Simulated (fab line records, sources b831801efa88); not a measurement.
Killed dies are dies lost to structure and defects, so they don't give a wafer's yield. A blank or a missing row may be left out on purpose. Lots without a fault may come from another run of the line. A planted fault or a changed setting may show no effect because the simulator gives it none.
fab line records | flow sky130
record lots=6 wafers=18 last_day=50
route steps=708 shown VT_ADJUST_PCH@148 SONOS_TUNNEL@154 PAD_OPEN@708
lots that met no fault: from a run of the same line without faults
start_h: hours from the record's first day to the start of the lot's first wafer shown | wait_h: hours since the lot's step before | " the same as in the row above | L1.1+2: a row that stands for several wafers | - no value, or no start given | * or withheld: withheld | < > ~ a bound
route shown NAME@n: a module of which the file shows steps, and the number in the route of the first | usual: mean/standard deviation of fault-free wafers | same: alike in all rows | chamber/n: place in a boat | sites: the reading at each site | _std_site: their standard deviation | _edge_site: outer sites' mean less inner sites' | radius_mm: how far each site lies from the wafer's centre | mask NAME#n: copy n | behind: the tool/chamber that last shaped the wafer | hold: why the lot was held/for how many hours/how that ended | device: the transistor (n, p or np) that didn't switch | end of line: the same wafers' tests at the end of the route | a step without rows: its recipe alone | killed: dies lost to structure and defects at the first sort, not the wafer's yield | map: a wafer's dies, x killed, . not, _ none there
set.NAME: the setting as run; set.NAME@STEP: as run at that earlier step | model.NAME: the simulator's own value behind a step, which no gauge read
lots at some steps of the route; a table a step, a row a wafer
services: from which hour (start_h, from the record's first day; less than 0 if before it) a tool's chamber was out of use, for how many hours, and why
## steps
# step SKY_VT_ADJUST_PCH_PEB_05
# recipe temp_c=115 time_s=withheld
# step SKY_VT_ADJUST_PCH_DEVELOP_06
# recipe wall_angle_deg=90 developer=TMAH develop_time_s=60 dev_temp_c=23
# step SKY_VT_ADJUST_PCH_OVL_MEAS_07
# usual VT_ADJUST_PCH_OVL=-0.1/1.3
# columns lot.wafer tool chamber start_h wait_h VT_ADJUST_PCH_OVL[nm]
L446.2 overlay-02 - 244.09 - 1.8
L446.3 " - " " 1.2
L446.6 " - " " 0.2
L457.3 overlay-01 - 318.49 - 0.4
L457.4 " - " " -1.6
L457.6 " - " " 0.0
L460.1 overlay-02 - 343.08 - 1.6
L460.5 " - " " 1.0
L460.6 " - " " 2.2
L461.1 overlay-02 - 361.00 - -1.2
L461.2 " - " " -1.7
L461.4 " - " " -0.3
L462.3 overlay-01 - 367.96 - -2.6
L462.5 " - " " -2.1
L462.6 " - " " -1.5
L467.1 overlay-02 - 405.08 - 0.3
L467.3 " - " " 0.7
L467.5 " - " " 1.8
# step SKY_VT_ADJUST_PCH_IMPLANT_08
# recipe species=B energy_kev=10 dose_cm2=5e+11 tilt_deg=withheld
# step SKY_VT_ADJUST_PCH_STRIP_09
# recipe chemistry=O2/N2 power_w=1400 pressure_mtorr=1500 platen_temp_c=withheld o2_flow_sccm=3000 n2_flow_sccm=300 overash_fraction=0.5
# usual drypump_motor_current_A=5.60/0.28 n2_flow_sccm=300.1/0.85 oes_product_au=0.723/0.0045 strip_time_to_endpoint_s=36.87/0.1
# columns lot.wafer tool chamber start_h wait_h drypump_motor_current_A n2_flow_sccm oes_product_au rf_hours_counter_h strip_time_to_endpoint_s
L446.2 plasma_asher-01 1 244.27 0.1 5.34 299.5 0.718 56 36.87
L446.3 " 0 " " 5.51 298.4 0.717 - 37.02
L446.6 " 1 " " 5.37 300.2 0.731 - 36.90
L457.3 plasma_asher-03 1 318.70 0.1 5.91 299.8 0.721 - 36.99
L457.4 " 0 " " 5.21 298.9 0.727 - 36.93
L457.6 " 1 " " 5.93 298.9 0.720 - 36.85
L460.1 plasma_asher-03 0 343.27 0.1 5.20 300.9 0.727 66 36.77
L460.5 " 0 " " 5.21 300.2 0.717 - 36.78
L460.6 " 1 " " 5.90 302.4 0.721 - 36.69
L461.1 plasma_asher-01 1 361.18 0.1 5.40 300.8 0.720 67 37.05
L461.2 " 0 " " 5.50 299.0 0.717 67 36.97
L461.4 " 1 " " 5.38 299.6 0.722 - 36.92
L462.3 plasma_asher-04 0 368.17 0.1 6.07 299.9 0.723 - 36.91
L462.5 " 0 " " 6.09 300.6 0.716 - 37.12
L462.6 " 1 " " 5.67 299.1 0.723 - 37.06
L467.1 plasma_asher-04 0 405.27 0.1 6.08 299.0 0.720 27 36.79
L467.3 " 0 " " 6.10 300.3 0.722 - 36.85
L467.5 " 1 " " 5.73 299.7 0.725 - 36.76
# step SKY_VT_ADJUST_PCH_TW_MEAS_10
# usual VT_ADJUST_PCH_TW=141.9/1.2
# columns lot.wafer tool chamber start_h wait_h VT_ADJUST_PCH_TW
L446.2 film_metro-03 - 244.38 0.1 142.2
L446.3 " - " " 142.4
L446.6 " - " " 141.4
L457.3 film_metro-04 - 318.79 0.1 139.5
L457.4 " - " " 140.5
L457.6 " - " " 139.4
L460.1 film_metro-02 - 343.37 0.1 142.4
L460.5 " - " " 143.3
L460.6 " - " " 143.3
L461.1 film_metro-02 - 361.28 0.1 142.6
L461.2 " - " " 142.3
L461.4 " - " " 142.9
L462.3 film_metro-03 - 368.25 0.1 142.3
L462.5 " - " " 142.7
L462.6 " - " " 142.4
L467.1 film_metro-03 - 405.37 0.1 142.3
L467.3 " - " " 141.7
L467.5 " - " " 142.7
# step SKY_SONOS_TUNNEL_DEHYDRATE_00
# recipe temp_c=200 time_s=60
# step SKY_SONOS_TUNNEL_HMDS_01
# recipe prime_time_s=60 prime_temp_c=120
# step SKY_SONOS_TUNNEL_COAT_02
# recipe resist=NOVOLAK spin_rpm=3000 resist_thk_nm=1140
# step SKY_SONOS_TUNNEL_SOFTBAKE_03
# recipe temp_c=90 time_s=60 resist=NOVOLAK
# step SKY_SONOS_TUNNEL_EXPOSE_04
# recipe mask_id=TUNM na=0.6 source_shape=conventional sigma_outer=0.6 polarization=unpolarized target_cd_nm=410 dose_mj=136
# step SKY_SONOS_TUNNEL_PEB_05
# recipe temp_c=withheld time_s=* resist=NOVOLAK
# step SKY_SONOS_TUNNEL_DEVELOP_06
# recipe resist=NOVOLAK developer=TMAH develop_time_s=60 dev_temp_c=23
# usual chill_plate_temp_C=23.00/0.096
# columns lot.wafer tool chamber start_h wait_h chill_plate_temp_C
L446.2 litho_track-01 0 267.57 0.1 23.24
L446.3 " 0 " " 23.02
L446.6 " 0 " " 22.96
L457.3 litho_track-03 0 345.21 0.1 23.15
L457.4 " 0 " " 23.02
L457.6 " 0 " " 23.18
L460.1 litho_track-03 0 370.46 0.1 22.98
L460.5 " 0 " " 22.97
L460.6 " 0 " " 23.10
L461.1 litho_track-01 0 388.75 0.1 23.07
L461.2 " 0 " " 23.17
L461.4 " 0 " " 23.03
L462.3 litho_track-03 0 395.31 0.1 22.97
L462.5 " 0 " " 22.91
L462.6 " 0 " " 23.00
L467.1 litho_track-01 0 435.30 0.1 22.95
L467.3 " 0 " " 22.96
L467.5 " 0 " " 22.99
# step SKY_SONOS_TUNNEL_OVL_MEAS_08
# usual SONOS_TUNNEL_OVL=0.3/1.5
# columns lot.wafer tool chamber start_h wait_h hold SONOS_TUNNEL_OVL[nm]
L446.2 overlay-01 - 267.82 0.1 - -0.7
L446.3 " - " " - -1.5
L446.6 " - " " - -2.0
L457.3 overlay-01 - 345.45 0.1 - -1.5
L457.4 " - " " - 0.5
L457.6 " - " " - -0.5
L460.1 overlay-02 - 374.32 3.4 await_dispo/3.3h/release 1.5
L460.5 " - " " await_dispo/3.3h/release 0.8
L460.6 " - " " await_dispo/3.3h/release 1.1
L461.1 overlay-02 - 389.02 0.1 - 3.0
L461.2 " - " " - 2.5
L461.4 " - " " - 1.2
L462.3 overlay-01 - 396.66 0.9 await_dispo/0.8h/release 2.3
L462.5 " - " " await_dispo/0.8h/release 2.1
L462.6 " - " " await_dispo/0.8h/release 2.8
L467.1 overlay-02 - 435.57 0.1 - 1.8
L467.3 " - " " - 2.6
L467.5 " - " " - 2.0
# step SKY_PAD_OPEN_PROBE_99
# usual killed_at_M0_to_M3=45/6.6 killed_at_M4_up=3.1/1.6 killed_at_contacts=24/5 killed_at_front_end=14/4.4 killed_at_other=0.3/0.58 killed_dies=87/9.2 killed_on_rim=17/3.6 killed_open=47/6.7 killed_short=40/6.4
# same gross_dies=492 killed_at_back_side=0
# columns lot.wafer tool chamber start_h wait_h hold killed_at_M0_to_M3 killed_at_M4_up killed_at_contacts killed_at_front_end killed_at_other killed_dies killed_on_rim killed_open killed_short
L446.2 prober-01 - 1088.17 0.1 - 29 4 19 13 1 66 13 36 30
L446.3 prober-01 - 1088.22 0.2 - 54 3 21 14 1 93 16 45 48
L446.6 prober-01 - 1088.37 0.2 - 30 3 19 18 0 70 11 39 31
L457.3 prober-02 - 1146.23 0.2 - 46 4 25 8 0 83 20 40 43
L457.4 prober-02 - 1146.28 0.2 - 55 2 20 13 0 90 15 49 41
L457.6 prober-02 - 1146.38 0.2 - 44 3 19 16 0 82 18 40 42
L460.1 prober-01 - 1171.35 0.1 await_dispo/3.5h/release 43 3 17 22 0 85 14 45 40
L460.5 prober-01 - 1171.55 0.2 await_dispo/3.5h/release 33 5 29 11 0 78 14 44 34
L460.6 prober-01 - 1171.60 0.2 await_dispo/3.5h/release 40 2 38 412 0 492 96 52 48
L462.3 prober-02 - 1182.10 0.2 await_dispo/4.5h/release 51 5 15 13 1 85 16 47 38
L462.5 prober-02 - 1182.20 0.2 await_dispo/4.5h/release 46 3 15 16 0 80 17 44 36
L462.6 prober-02 - 1182.25 0.2 await_dispo/4.5h/release 44 0 20 427 1 492 96 46 34
L461.1 prober-01 - 1183.81 0.1 - 40 2 28 16 0 86 14 44 42
L461.2 prober-01 - 1183.86 0.1 - 40 3 39 16 1 99 22 53 46
L461.4 prober-01 - 1183.96 0.2 - 51 1 26 11 0 89 20 53 36
L467.1 prober-02 - 1200.70 0.1 - 39 2 25 7 3 76 16 37 39
L467.3 prober-02 - 1200.80 0.2 - 55 3 27 14 0 99 21 55 44
L467.5 prober-02 - 1200.90 0.2 - 48 2 21 14 0 85 20 44 41
# killed by level:class
L446.2 LI_CONTACT:geometric_particle:open=7 METAL2:geometric_particle:short=5 LOCAL_INTERCONNECT:geometric_particle:short=4 CONTACT:geometric_particle:open=4 VIA3:geometric_particle:open=4 FIELD_ISO:geometric_particle:open=3 POLY_GATE:geometric_particle:open=3 VIA1:geometric_particle:open=3
L446.3 METAL1:geometric_particle:short=9 CONTACT:geometric_particle:open=8 VIA2:geometric_particle:open=8 LOCAL_INTERCONNECT:geometric_particle:short=7 VIA3:geometric_particle:open=7 VIA1:geometric_particle:open=6 METAL2:geometric_particle:short=6 METAL2:geometric_particle:open=5
L446.6 LI_CONTACT:geometric_particle:open=8 VIA1:geometric_particle:open=8 FIELD_ISO:geometric_particle:short=6 VIA2:geometric_particle:open=6 METAL2:geometric_particle:short=5 CONTACT:geometric_particle:open=5 FIELD_ISO:geometric_particle:open=4 POLY_GATE:geometric_particle:short=4
L457.3 VIA1:geometric_particle:open=13 CONTACT:geometric_particle:open=7 LI_CONTACT:geometric_particle:open=6 LOCAL_INTERCONNECT:geometric_particle:short=6 METAL1:geometric_particle:short=6 VIA3:geometric_particle:open=5 VIA1:geometric_particle:short=5 VIA2:geometric_particle:open=5
L457.4 CONTACT:geometric_particle:open=11 VIA2:geometric_particle:open=10 VIA3:geometric_particle:open=9 VIA1:geometric_particle:open=7 METAL3:geometric_particle:short=6 VIA1:geometric_particle:short=5 METAL2:geometric_particle:short=5 FIELD_ISO:geometric_particle:open=4
L457.6 CONTACT:geometric_particle:open=9 METAL2:geometric_particle:short=8 VIA3:geometric_particle:open=7 FIELD_ISO:geometric_particle:open=6 METAL1:geometric_particle:short=6 VIA2:geometric_particle:open=5 VIA1:geometric_particle:short=4 POLY_GATE:geometric_particle:short=4
L460.1 VIA3:geometric_particle:short=8 CONTACT:geometric_particle:open=8 VIA1:geometric_particle:short=8 POLY_GATE:geometric_particle:open=7 VIA2:geometric_particle:open=6 VIA1:geometric_particle:open=6 LI_CONTACT:geometric_particle:open=5 POLY_GATE:geometric_particle:short=4
L460.5 CONTACT:geometric_particle:open=9 LI_CONTACT:geometric_particle:open=7 CONTACT:geometric_particle:short=6 VIA3:geometric_particle:open=6 VIA1:geometric_particle:open=5 VIA2:geometric_particle:open=5 POLY_GATE:geometric_particle:short=4 LOCAL_INTERCONNECT:geometric_particle:short=4
L460.6 SONOS_TUNNEL:area_develop=392 LI_CONTACT:geometric_particle:open=10 CONTACT:geometric_particle:open=10 LOCAL_INTERCONNECT:geometric_particle:short=8 VIA1:geometric_particle:open=8 METAL1:geometric_particle:short=7 CONTACT:geometric_particle:short=5 METAL2:geometric_particle:short=5
L462.3 VIA1:geometric_particle:open=13 VIA3:geometric_particle:open=8 VIA1:geometric_particle:short=7 VIA2:geometric_particle:open=7 METAL2:geometric_particle:short=6 LI_CONTACT:geometric_particle:open=5 POLY_GATE:geometric_particle:short=4 METAL4:geometric_particle:short=4
L462.5 VIA1:geometric_particle:open=15 POLY_GATE:geometric_particle:open=8 VIA2:geometric_particle:open=8 METAL2:geometric_particle:short=7 CONTACT:geometric_particle:open=6 CONTACT:geometric_particle:short=5 VIA1:geometric_particle:short=4 METAL1:geometric_particle:short=4
L462.6 SONOS_TUNNEL:area_develop=412 CONTACT:geometric_particle:open=9 VIA1:geometric_particle:open=9 VIA3:geometric_particle:open=8 VIA1:geometric_particle:short=7 FIELD_ISO:geometric_particle:short=5 METAL2:geometric_particle:short=5 FIELD_ISO:geometric_particle:open=4
L461.1 CONTACT:geometric_particle:open=11 CONTACT:geometric_particle:short=10 VIA3:geometric_particle:open=10 VIA1:geometric_particle:open=9 FIELD_ISO:geometric_particle:short=5 POLY_GATE:geometric_particle:short=5 LOCAL_INTERCONNECT:geometric_particle:short=5 METAL2:geometric_particle:short=3
L461.2 LI_CONTACT:geometric_particle:open=16 LOCAL_INTERCONNECT:geometric_particle:short=8 CONTACT:geometric_particle:open=7 VIA1:geometric_particle:open=7 VIA1:geometric_particle:short=6 POLY_GATE:geometric_particle:short=5 VIA2:geometric_particle:short=5 FIELD_ISO:geometric_particle:short=4
L461.4 VIA1:geometric_particle:open=13 VIA3:geometric_particle:open=9 LI_CONTACT:geometric_particle:open=8 CONTACT:geometric_particle:short=8 CONTACT:geometric_particle:open=7 METAL2:geometric_particle:short=5 VIA2:geometric_particle:open=5 VIA3:geometric_particle:short=5
L467.1 LI_CONTACT:geometric_particle:open=10 VIA2:geometric_particle:open=9 METAL2:geometric_particle:short=8 VIA1:geometric_particle:open=8 METAL1:geometric_particle:short=7 CONTACT:geometric_particle:open=5 CONTACT:geometric_particle:short=4 LI_CONTACT:geometric_particle:short=3
L467.3 VIA2:geometric_particle:open=12 VIA1:geometric_particle:open=11 CONTACT:geometric_particle:open=10 CONTACT:geometric_particle:short=7 METAL1:geometric_particle:short=7 LI_CONTACT:geometric_particle:open=6 VIA1:geometric_particle:short=6 VIA3:geometric_particle:open=5
L467.5 VIA1:geometric_particle:open=12 VIA1:geometric_particle:short=8 CONTACT:geometric_particle:open=7 LI_CONTACT:geometric_particle:open=6 VIA2:geometric_particle:open=5 VIA2:geometric_particle:short=5 VIA3:geometric_particle:open=5 FIELD_ISO:geometric_particle:short=4
# map L460.6 (x killed, . not)
__________xxxxxxxxxx_________
________xxxxxxxxxxxxxx_______
______xxxxxxxxxxxxxxxxxx_____
_____xxxxxxxxxxxxxxxxxxxx____
____xxxxxxxxxxxxxxxxxxxxxx___
___xxxxxxxxxxxxxxxxxxxxxxxx__
__xxxxxxxxxxxxxxxxxxxxxxxxxx_
_xxxxxxxxxxxxxxxxxxxxxxxxxxxx
_xxxxxxxxxxxxxxxxxxxxxxxxxxxx
_xxxxxxxxxxxxxxxxxxxxxxxxxxxx
_xxxxxxxxxxxxxxxxxxxxxxxxxxxx
_xxxxxxxxxxxxxxxxxxxxxxxxxxxx
_xxxxxxxxxxxxxxxxxxxxxxxxxxxx
_xxxxxxxxxxxxxxxxxxxxxxxxxxxx
_xxxxxxxxxxxxxxxxxxxxxxxxxxxx
__xxxxxxxxxxxxxxxxxxxxxxxxxx_
___xxxxxxxxxxxxxxxxxxxxxxxx__
____xxxxxxxxxxxxxxxxxxxxxx___
_____xxxxxxxxxxxxxxxxxxxx____
______xxxxxxxxxxxxxxxxxx_____
________xxxxxxxxxxxxxx_______
__________xxxxxxxxxx_________
# map L462.6 (x killed, . not)
__________xxxxxxxxxx_________
________xxxxxxxxxxxxxx_______
______xxxxxxxxxxxxxxxxxx_____
_____xxxxxxxxxxxxxxxxxxxx____
____xxxxxxxxxxxxxxxxxxxxxx___
___xxxxxxxxxxxxxxxxxxxxxxxx__
__xxxxxxxxxxxxxxxxxxxxxxxxxx_
_xxxxxxxxxxxxxxxxxxxxxxxxxxxx
_xxxxxxxxxxxxxxxxxxxxxxxxxxxx
_xxxxxxxxxxxxxxxxxxxxxxxxxxxx
_xxxxxxxxxxxxxxxxxxxxxxxxxxxx
_xxxxxxxxxxxxxxxxxxxxxxxxxxxx
_xxxxxxxxxxxxxxxxxxxxxxxxxxxx
_xxxxxxxxxxxxxxxxxxxxxxxxxxxx
_xxxxxxxxxxxxxxxxxxxxxxxxxxxx
__xxxxxxxxxxxxxxxxxxxxxxxxxx_
___xxxxxxxxxxxxxxxxxxxxxxxx__
____xxxxxxxxxxxxxxxxxxxxxx___
_____xxxxxxxxxxxxxxxxxxxx____
______xxxxxxxxxxxxxxxxxx_____
________xxxxxxxxxxxxxx_______
__________xxxxxxxxxx_________
## services
# columns tool chamber start_h hours kind
plasma_asher-01 - 296.79 3.3 repair
plasma_asher-04 - 308.16 14.6 pm
plasma_asher-04 - 397.59 2.8 pm
plasma_asher-04 - 419.93 4.8 repair
plasma_asher-03 - 421.25 9.0 pm
plasma_asher-03 0 421.25 9.0 vent_cycle
plasma_asher-03 1 421.25 9.0 vent_cycle
plasma_asher-01 - 423.35 21.8 repair
plasma_asher-03 0 430.25 - clean
plasma_asher-03 1 430.25 - clean
## key
first_sign step=SKY_PAD_OPEN_PROBE_99 reading=killed_at_front_end direction=up sigmas=93 usual=14 struck=420
effect step=SKY_PAD_OPEN_PROBE_99 reading=killed_dies direction=up sigmas=44 usual=87 struck=492
more_kills_born_at SKY_SONOS_TUNNEL_DEVELOP_06@litho_track-03=804
met_at SKY_SONOS_TUNNEL_DEVELOP_06
struck_wafers L460.6,L462.6
later_rows_left_out L460.6,L462.6
tester_left_out L460,L462
onset_between 345.21 370.46
fault kind=process_parameter_drift tool=litho_track-03 chamber=- onset_h=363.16 steps=SKY_SONOS_TUNNEL_DEVELOP_06 channel=develop_time_s offset=* shape=step end_h=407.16 scope=struck_wafers_only acts_in=* stated=*
# tester_left_out: of these lots the tester's yield and bins aren't shown, on N5 and GAA mostly nor the transistor test; their killed dies are dies lost to structure and defects alone, not to doping, threshold or leakage, so they don't give the yield
# later_rows_left_out: the simulator's readings of these wafers behind a module that went badly wrong aren't trusted and aren't shown, but for the sort
